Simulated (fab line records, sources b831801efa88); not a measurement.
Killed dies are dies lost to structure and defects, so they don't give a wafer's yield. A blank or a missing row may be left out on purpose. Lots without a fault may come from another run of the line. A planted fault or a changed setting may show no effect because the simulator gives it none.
Chamber matching | flow gf180mcu | GF_V3_CVD_02 on pecvd-03: 3 sister chambers
The step deposits SiO2 from TEOS, target thk 850 nm, time 94.851 s. 20 wafers are shown with their chamber, then 10 later ones without.

WAFERS WITH THEIR CHAMBER
wafer  | chamber | heater_power_w (W)
L076.1 | 2       | 1024
L076.3 | 1       | 727
L076.5 | 1       | 843
L078.1 | 0       | 805
L078.3 | 2       | 1032
L078.6 | 1       | 829
L079.3 | 2       | 1013
L079.4 | 0       | 779
L079.6 | 1       | 859
L080.1 | 0       | 773
L080.2 | 2       | 1066
L080.6 | 1       | 807
L084.1 | 1       | 906
L084.2 | 2       | 1048
L084.6 | 0       | 623
L088.2 | 1       | 912
L088.4 | 0       | 774
L088.5 | 1       | 726
L091.1 | 0       | 704
L091.2 | 1       | 900

SIGNATURES (means of the wafers above)
reading        | chamber 0 | chamber 1 | chamber 2 | scatter within a chamber
heater_power_w | 743.00    | 834.33    | 1036.60   | 61.8
Rule: a wafer's distance from a chamber is the root of the sum, over the readings, of the square of ((its reading less the chamber's mean) divided by the reading's scatter). The wafer belongs to the nearest chamber; if the next one is less than 2 further off, it can't be placed. The scatter: the root of (the sum of the squares of (reading less its chamber's mean) over the shown wafers, divided by (wafers less chambers)).

WAFERS WITHOUT THEIR CHAMBER
wafer  | heater_power_w (W)
L091.3 | 987
L093.2 | 853
L093.5 | 694
L093.6 | 869
L096.1 | 1024
L096.3 | 783
L096.6 | 858
L097.2 | 1056
L097.3 | 717
L097.4 | 804

WHICH CHAMBER EACH WENT THROUGH
wafer  | from the rows above     | in truth
L091.3 | can't be placed: 2 or 1 | 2
L093.2 | can't be placed: 1 or 0 | 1
L093.5 | can't be placed: 0 or 1 | 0
L093.6 | can't be placed: 1 or 0 | 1
L096.1 | 2                       | 2
L096.3 | can't be placed: 0 or 1 | 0
L096.6 | can't be placed: 1 or 0 | 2
L097.2 | 2                       | 2
L097.3 | can't be placed: 0 or 1 | 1
L097.4 | can't be placed: 1 or 0 | 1
Placed correctly: 2 of 10. Can't be placed from these rows: 8 (the true chamber is among the candidates in 7). Placed wrongly: 0.
